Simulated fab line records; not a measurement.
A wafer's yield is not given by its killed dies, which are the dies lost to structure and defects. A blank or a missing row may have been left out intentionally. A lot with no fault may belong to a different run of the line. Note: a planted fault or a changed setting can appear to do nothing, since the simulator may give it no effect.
8D (eight disciplines) problem report, filled in by code | flow sky130 | the parts of the form that need people (team, actions taken, sign-off) are left out

== 1. THE ISSUE ==
At SKY_PAD_OPEN_PROBE_99, killed_at_other averages 38.3 over 6 wafers from 2 lots, while fault-free wafers read 0.3, standard deviation 0.54. That puts it +70 standard deviations away from the usual mean.
Seen first at day 49 12:46 on prober-02, wafer L690.2. At this step, 6 wafers from 2 lots have a number in the record. Rule for "out" (also "out of limits"): further than 4 standard deviations from the usual mean. The other wafers with a number count as sound.

== 2. WHAT IT IS; WHAT IT IS NOT ==
question                    | is                     | is not
which readings at this step | killed_at_other        | killed_at_M0_to_M3, killed_at_M4_up, killed_at_contacts, killed_at_front_end, killed_open
which lots                  | L690, L691             | -
which wafers of those lots  | all that have a number | -
read on which tools         | prober-01, prober-02   | -
when                        | from day 49 12:46      | up to then (0 sound wafers)

== 3. WHAT RULES OUT EACH SUSPECT ==
Counting: a tool stays on the suspect list if, at a process step up to the reading, it processed all lots that are out and no sound lot following the first of them.
- pecvd-03 at SKY_PASSIVATION_CVD_00 (deposits SiO2, target thk 90 nm): kept. It ran every lot that is out, first L690 (day 47 17:49), and no sound lot after that.
Remaining after the count: pecvd-03 at SKY_PASSIVATION_CVD_00.

== 4. THE CAUSE (what the simulator had put in) ==
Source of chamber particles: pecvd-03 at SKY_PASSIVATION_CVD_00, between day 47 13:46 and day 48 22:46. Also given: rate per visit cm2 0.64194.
After counting, this tool was the only one left.

== 5. THE CHAIN OF EFFECTS, in route order ==
Each row: a reading where the mean over the struck wafers with a number is more than 3 standard deviations away from the usual. Scope: only readings with a usual standard deviation given in the record; hours: median across lots of the time from each lot's start at the first step in this table that gives one to its start at this step; sigmas: change in usual standard deviations.
hours | step                  | reading              | usual  | on struck wafers | change | sigmas
0     | SKY_PAD_OPEN_PROBE_99 | defect_limited_yield | 82.5 % | 75.6             | -6.9   | -3.5
0     | SKY_PAD_OPEN_PROBE_99 | killed_at_other      | 0.3    | 38.3             | +38.0  | +70
0     | SKY_PAD_OPEN_PROBE_99 | killed_dies          | 86     | 120              | +34    | +3.5
0     | SKY_PAD_OPEN_PROBE_99 | sort_bin_5_function  | 10.4 % | 15.4             | +5.0   | +3.3
0     | SKY_PAD_OPEN_PROBE_99 | sort_n_pass          | 406    | 372              | -34    | -3.5
0     | SKY_PAD_OPEN_PROBE_99 | sort_yield_pct       | 82.5 % | 75.6             | -6.9   | -3.5
Its process steps:
- SKY_PAD_OPEN_PROBE_99

== 6. WHAT WOULD HAVE CAUGHT IT SOONER ==
First out-of-limits reading in this record: day 49 12:46, which is 47 hours after fault onset at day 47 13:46.
No tool reading at SKY_PASSIVATION_CVD_00 that has a usual standard deviation in the record was out on any struck wafer, so an alarm limit of 4 standard deviations on those readings would not have fired.
The start of SKY_PASSIVATION_CVD_00 on pecvd-03 came by day 49 12:46 for every one of the lots that are out (2). Holding the tool at that point would not have protected any of them.
